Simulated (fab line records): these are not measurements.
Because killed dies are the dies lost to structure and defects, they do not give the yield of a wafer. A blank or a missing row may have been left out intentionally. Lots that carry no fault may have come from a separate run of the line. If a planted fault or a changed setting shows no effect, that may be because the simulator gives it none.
Struck lot and sound lot, side by side	flow sky130	36 steps out of a route of 708
Sound: the wafers L842.2, L842.4, L842.6. Struck: wafer L848.6; the same lot's L848.5 was not struck, so it is left out; see the end for the cause.
For every step that has rows: the tool of each side, followed by ch and its chambers, followed by its first start. Under that, the readings that differ: sound wafers	struck wafers	difference of the means	sigmas: that difference in standard deviations of wafers without a fault.
alike: words and numbers the same on both sides, and readings whose means are apart by under 2 such deviations; not compared: readings that were withheld, readings missing a value for some wafer, numbers with overlapping values and no deviation given by the record, and bounds like >300 which may hide the same value.
Wherever a step has rows on one side only, a row that says differs or no value, or a row with sigmas, the two part there. Numbers that don't overlap but have no deviation are shown without sigmas and don't part them. A reading missing from all wafers of one side parts the sides only when that side holds two or more wafers.

first, 1 step without rows for these wafers: SKY_METAL2_DEVELOP_14 (develop time 60 s).
SKY_METAL2_CD_MEAS_15 targets a cd of 140 nm.
  struck on cd-sem-01, day 38 20:22; sound on cd-sem-02, day 37 06:27
  alike: cd-nm
SKY_METAL2_OVL_MEAS_16:
  struck on overlay-01, day 38 20:25; sound on overlay-01, day 37 06:34
  alike: METAL2_OVL
SKY_METAL2_DESCUM_17: chemistry O2, time 8 s.
  sound on rie-metal-01 ch 0,1, day 37 06:35; struck on rie-metal-04 ch 1, day 38 20:28
  alike: drypump-motor-current-A, he-backside-leak-sccm, oes-product-au
  not compared: rf-hours-counter-h
SKY_METAL2_ETCH_18: etches BARC in N2/H2, stops on SiO2, time 45.9 s, target depth 60 nm.
  sound on rie-metal-01 ch 0,1, day 37 06:37; struck on rie-metal-04 ch 1, day 38 20:31
  alike: drypump-motor-current-A, he-backside-leak-sccm, oes-product-au, throttle-valve-pct
  not compared: rf-hours-counter-h
then, 1 step without rows for these wafers: SKY_METAL2_METAL_ETCH_19 (etches the open film in Cl2/BCl3, stops on SiO2, target depth 360 nm, time 78 s).
SKY_METAL2_STRIP_20: strips in O2/N2.
  sound on plasma-asher-01 ch 0,1, day 37 06:46; struck on plasma-asher-01 ch 0, day 38 20:41
reading	sound	struck	difference	sigmas
strip-time-to-endpoint-s (s)	2.70 2.75 2.78	2.66	-0.08	-2
  alike: drypump-motor-current-A, oes-product-au
  not compared: rf-hours-counter-h
then, 4 steps without rows for these wafers: SKY_METAL2_STRIP_21 (strips in post etch residue remover, time 1200 s); SKY_METAL2_CLEAN_22 (cleans in IPA, time 180 s); SKY_METAL2_CLEAN_23 (cleans in O3/DIW); SKY_VIA2_HDPCVD_00 (deposits SiO2, target thk 1180 nm, time 196.7 s).
SKY_VIA2_THK_MEAS_01:
  struck on film-metro-04, day 38 21:23; sound on film-metro-02, day 37 07:32
  alike: VIA2_HDPCVD_THK
SKY_VIA2_CMP_02: polishes SiO2.
  sound on cmp-01 ch 1,2,3, day 37 07:38; struck on cmp-01 ch 3, day 38 21:36
reading	sound	struck	difference	sigmas
model.SiO2_of_VIA2_HDPCVD_00.thk-nm (nm)	494.3 493.8 495	617.3	+122.9	
  alike: head-pressure-psi, motor-current-A, platen-rpm
SKY_VIA2_BOW_MEAS_03:
  struck on film-metro-04, day 38 21:47; sound on film-metro-02, day 37 07:55
  alike: VIA2_BOW
then, 8 steps without rows for these wafers: SKY_VIA2_DEHYDRATE_04 (time 60 s); SKY_VIA2_HMDS_05 (prime time 60 s); SKY_VIA2_COAT_06 (resist thk 60 nm); SKY_VIA2_COAT_07 (resist thk 450 nm); SKY_VIA2_SOFTBAKE_08 (time 90 s); SKY_VIA2_EXPOSE_09 (exposes mask VIM2, target cd 200 nm); SKY_VIA2_PEB_10; SKY_VIA2_DEVELOP_11 (develop time 60 s).
SKY_VIA2_CD_MEAS_12 targets a cd of 200 nm.
  struck on cd-sem-01, day 39 22:22; sound on cd-sem-02, day 38 10:06
  alike: cd-nm
SKY_VIA2_OVL_MEAS_13:
  struck on overlay-01, day 39 22:25; sound on overlay-02, day 38 10:13
  alike: VIA2_OVL
SKY_VIA2_ETCH_14: etches BARC in N2/H2, stops on SiO2, time 45.9 s, target depth 60 nm.
  sound on rie-diel-04 ch 1,2, day 38 10:14; struck on rie-diel-03 ch 3, day 39 22:28
  alike: drypump-motor-current-A, oes-product-au, throttle-valve-pct
  not compared: rf-hours-counter-h
SKY_VIA2_ETCH_15: etches SiO2 in C4F8/O2/Ar, stops on TiN, target depth 546 nm, time 84 s.
  sound on rie-diel-04 ch 1,2, day 38 10:17; struck on rie-diel-03 ch 3, day 39 22:31
reading	sound	struck	difference	sigmas
oes-product-au (a.u.)	0.935 0.936 0.942	0.997	+0.059	+12
model.VIA2.feature-depth-nm (nm)	494.3 493.8 495	541	+47	
model.etch.depth-nm (nm)	494.3 493.8 495	541	+47	
  not compared: rf-hours-counter-h
then, 4 steps without rows for these wafers: SKY_VIA2_STRIP_16 (strips in O2/N2); SKY_VIA2_STRIP_17 (strips in post etch residue remover, time 1200 s); SKY_VIA2_CLEAN_18 (cleans in IPA, time 180 s); SKY_VIA2_CLEAN_19 (cleans in O3/DIW).
SKY_VIA2_SPUTTER_20: material TiN, target thk 20 nm, time 80 s.
  struck on pvd-sputter-03, day 39 23:11; sound on pvd-sputter-01, day 38 10:56
  alike: throttle-valve-pct
then, 1 step without rows for these wafers: SKY_VIA2_CVD_21 (deposits W, target thk 420 nm, time 126.4 s).
SKY_VIA2_CMP_24: polishes, stops on SiO2, t overpolish 20 s, target thk 0 nm.
  sound on cmp-01 ch 2,3, day 38 11:18; struck on cmp-02 ch 0, day 39 23:43
reading	sound	struck	difference	sigmas
model.SiO2_of_VIA2_HDPCVD_00.thk-nm (nm)	489.9 489.4 490.6	612.9	+122.9	
  alike: head-pressure-psi, motor-current-A, platen-rpm
SKY_METAL3_SPUTTER_00: material Ti, target thk 15 nm, time 10 s.
  the record holds rows for the sound wafers here (pvd-sputter-04, day 38 11:36) but none for the struck ones
SKY_METAL3_SPUTTER_01: material TiN, target thk 20 nm, time 16.7 s.
  the record holds rows for the sound wafers here (pvd-sputter-04, day 38 11:38) but none for the struck ones
-- the record jumps here: 9 days lie between the struck wafers' starts before and after (it left off in module METAL3 and takes up again in module PAD_OPEN, whose first step shown is number 708 of the route) --
SKY_PAD_OPEN_PROBE_99:
  struck on prober-02, day 48 15:14; sound on prober-02, day 47 11:56
reading	sound	struck	difference	sigmas
model.etest.sonos-baked.open	0 0 0	1	+1	
model.etest.diode-dnwell-sub.under-floor	0 0 0	1	+1	
model.etest.cap-thick-oxide.under-floor	0 0 0	1	+1	
model.etest.pfet_01v8_mvt.under-floor	0 0 0	1	+1	
model.etest.diode-pdiff-nwell-hv.under-floor	0 0 0	1	+1	
model.etest.pfet_01v8.open	0 0 0	1	+1	
model.etest.cap-thick-oxide.open	0 0 0	1	+1	
model.etest.res-li.open	0 0 0	1	+1	

## WHERE THEY PART
Last at SKY_METAL3_SPUTTER_01 as far as this record goes, first at SKY_METAL2_STRIP_20.

WHY: the cause the simulator had injected
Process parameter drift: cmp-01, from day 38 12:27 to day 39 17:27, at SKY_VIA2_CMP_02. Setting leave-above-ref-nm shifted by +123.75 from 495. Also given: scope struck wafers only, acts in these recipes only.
